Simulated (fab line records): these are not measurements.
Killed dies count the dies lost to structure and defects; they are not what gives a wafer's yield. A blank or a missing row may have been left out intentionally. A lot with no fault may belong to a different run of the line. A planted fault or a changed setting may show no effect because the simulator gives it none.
The same fault as seen by 2 desks | flow sky130 | every desk sees just its own numbers, and what lay behind them comes last

== DESK OF THE TOOL OWNER: pvd-sputter-04 ==
The tool's own readings at SKY_LI_CONTACT_SPUTTER_20 (material TiN, target thk 20 nm, time 80 s): means of the sampled wafers that have a number, for each lot that ran on this tool. If a lot's mean is further than 4 standard deviations from the usual mean, the lot is out of limits and carries the mark OUT (the distance appears in the brackets).
Columns: A = throttle-valve-pct at SKY_LI_CONTACT_SPUTTER_20, usual 30.1 %
lot  | first seen here | A
L623 | day 31 20:03    | 29.9
L624 | day 32 01:30    | 29.6
L636 | day 36 13:06    | 29.3
Result from this desk: across the 3 lots, nothing is out of limits.

== FROM THE METROLOGY DESK ==
Means of the sampled wafers that have a number, per lot and without regard to the tool the lot ran on: this is what the gauges read. If a lot's mean is further than 4 standard deviations from the usual mean, the lot is out of limits and carries the mark OUT (the distance appears in the brackets).
Columns: A = cd-nm at SKY_LI_CONTACT_CD_MEAS_12, usual 169.6 nm; B = LI_CONTACT_OVL at SKY_LI_CONTACT_OVL_MEAS_13, usual -5 nm
lot  | first seen here | A     | B
L623 | day 31 19:24    | 169.8 | -4
L624 | day 32 00:51    | 169.6 | -4
L632 | day 35 03:46    | 170.8 | -7
L636 | day 36 12:27    | 168.1 | -11
L640 | day 37 06:11    | 170.2 | -2
L642 | day 37 15:34    | 168.2 | -5
Result from this desk: across the 6 lots, nothing is out of limits.

== TAKEN TOGETHER ==
The desk of the tool owner found nothing out of limits.
Metrology desk: nothing out of limits seen.

== WHAT THE SIMULATOR HAD PUT IN ==
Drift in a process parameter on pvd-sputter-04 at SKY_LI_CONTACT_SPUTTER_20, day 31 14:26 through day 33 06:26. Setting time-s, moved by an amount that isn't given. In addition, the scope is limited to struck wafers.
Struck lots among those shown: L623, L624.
